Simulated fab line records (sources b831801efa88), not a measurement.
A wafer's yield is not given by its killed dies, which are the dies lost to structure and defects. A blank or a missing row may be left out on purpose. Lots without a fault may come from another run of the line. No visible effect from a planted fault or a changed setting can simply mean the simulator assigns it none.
Matching of chambers :: flow gf180mcu :: GF_SAB_ETCH_11 on rie-diel-02: 4 sister chambers
The step etches SiO2 in C4F8/O2/Ar, target depth 55 nm, time 8.5 s. 8 wafers are shown with their chamber, then 9 later ones without.

== WAFERS, EACH WITH ITS CHAMBER ==
wafer: L080.2
chamber: 1
oes-product-au (a.u.): 1.007
chamber-pressure-mTorr (mTorr): 40.07

wafer: L080.6
chamber: 1
oes-product-au (a.u.): 0.988
chamber-pressure-mTorr (mTorr): 39.97

wafer: L084.6
chamber: 2
oes-product-au (a.u.): 1.002
chamber-pressure-mTorr (mTorr): 39.97

wafer: L085.5
chamber: 0
oes-product-au (a.u.): 1.010
chamber-pressure-mTorr (mTorr): 39.99

wafer: L085.6
chamber: 3
oes-product-au (a.u.): 1.002
chamber-pressure-mTorr (mTorr): 39.96

wafer: L087.1
chamber: 3
oes-product-au (a.u.): 0.993
chamber-pressure-mTorr (mTorr): 40.01

wafer: L087.4
chamber: 2
oes-product-au (a.u.): 0.996
chamber-pressure-mTorr (mTorr): 39.99

wafer: L087.6
chamber: 0
oes-product-au (a.u.): 0.996
chamber-pressure-mTorr (mTorr): 40.01

== WAFERS WHOSE CHAMBER IS MISSING ==
wafer: L091.1
oes-product-au (a.u.): 0.999
chamber-pressure-mTorr (mTorr): 39.95

wafer: L091.2
oes-product-au (a.u.): 0.999
chamber-pressure-mTorr (mTorr): 40.01

wafer: L091.3
oes-product-au (a.u.): 0.986
chamber-pressure-mTorr (mTorr): 40.01

wafer: L095.1
oes-product-au (a.u.): 1.005
chamber-pressure-mTorr (mTorr): 39.94

wafer: L095.2
oes-product-au (a.u.): 1.007
chamber-pressure-mTorr (mTorr): 39.94

wafer: L095.4
oes-product-au (a.u.): 1.010
chamber-pressure-mTorr (mTorr): 40.01

wafer: L097.2
oes-product-au (a.u.): 0.991
chamber-pressure-mTorr (mTorr): 40.08

wafer: L097.3
oes-product-au (a.u.): 0.989
chamber-pressure-mTorr (mTorr): 39.99

wafer: L097.4
oes-product-au (a.u.): 1.000
chamber-pressure-mTorr (mTorr): 40.02

== CHAMBER TAKEN BY EACH ==
wafer: L091.1
from the rows above: can't be placed: 2 or 3 or 0 or 1
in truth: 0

wafer: L091.2
from the rows above: can't be placed: 1 or 0 or 3 or 2
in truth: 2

wafer: L091.3
from the rows above: can't be placed: 1 or 3 or 2 or 0
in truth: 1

wafer: L095.1
from the rows above: can't be placed: 2 or 3 or 0 or 1
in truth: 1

wafer: L095.2
from the rows above: can't be placed: 2 or 3 or 0 or 1
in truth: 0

wafer: L095.4
from the rows above: can't be placed: 0 or 1 or 2 or 3
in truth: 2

wafer: L097.2
from the rows above: can't be placed: 1 or 0 or 3 or 2
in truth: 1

wafer: L097.3
from the rows above: can't be placed: 3 or 2 or 1 or 0
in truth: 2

wafer: L097.4
from the rows above: can't be placed: 1 or 0 or 3 or 2
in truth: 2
Correctly placed: 0 of 9. Not placeable from these rows: 9 (in 9, the candidates include the true chamber). Placed wrongly: 0.
How it was worked out, from the rows above alone: a wafer's distance from a chamber is the root of the sum, over the readings, of the square of ((its reading less the chamber's mean) divided by the reading's scatter). The wafer belongs to the nearest chamber; if the next one is less than 2 further off, it can't be placed. A chamber's mean is the mean of its shown wafers. The scatter: the root of (the sum of the squares of (reading less its chamber's mean) over the shown wafers, divided by (wafers less chambers)).
